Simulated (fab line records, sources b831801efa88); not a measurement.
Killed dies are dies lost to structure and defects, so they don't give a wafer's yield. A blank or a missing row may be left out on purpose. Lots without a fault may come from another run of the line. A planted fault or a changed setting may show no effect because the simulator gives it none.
Chamber matching | flow sky130 | SKY_VIA3_CMP_02 on cmp-01: 4 sister chambers
The step polishes SiO2. 4 wafers are shown with their chamber, then 12 later ones without.

WAFERS WITH THEIR CHAMBER
wafer  | chamber | motor_current_A (A)
L088.2 | 1       | 11.3
L089.1 | 3       | 10.3
L089.2 | 0       | 11.9
L089.3 | 2       | 12.2

WAFERS WITHOUT THEIR CHAMBER
wafer  | motor_current_A (A)
L091.1 | 11.0
L091.3 | 10.2
L091.4 | 13.4
L092.1 | 10.5
L092.4 | 11.9
L092.6 | 10.5
L093.1 | 10.0
L093.2 | 13.1
L093.4 | 10.5
L096.1 | 11.1
L096.3 | 12.4
L096.4 | 12.7

WHICH CHAMBER EACH WENT THROUGH
wafer  | from the rows above               | in truth
L091.1 | can't be placed: 1 or 3 or 0 or 2 | 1
L091.3 | 3                                 | 3
L091.4 | can't be placed: 2 or 0 or 1      | 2
L092.1 | can't be placed: 3 or 1           | 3
L092.4 | can't be placed: 0 or 2 or 1      | 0
L092.6 | can't be placed: 3 or 1           | 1
L093.1 | 3                                 | 3
L093.2 | can't be placed: 2 or 0 or 1      | 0
L093.4 | can't be placed: 3 or 1           | 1
L096.1 | can't be placed: 1 or 3 or 0 or 2 | 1
L096.3 | can't be placed: 2 or 0 or 1      | 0
L096.4 | can't be placed: 2 or 0 or 1      | 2
Placed correctly: 2 of 12. Can't be placed from these rows: 10 (the true chamber is among the candidates in 10). Placed wrongly: 0.
How it was worked out, from the rows above alone: a wafer's distance from a chamber is the root of the sum, over the readings, of the square of ((its reading less the chamber's mean) divided by the reading's scatter). The wafer belongs to the nearest chamber; if the next one is less than 2 further off, it can't be placed. A chamber's mean is the mean of its shown wafers. The scatter: with one shown wafer a chamber, the root of the mean of the squares of how far each hidden wafer lies from its nearest shown one.
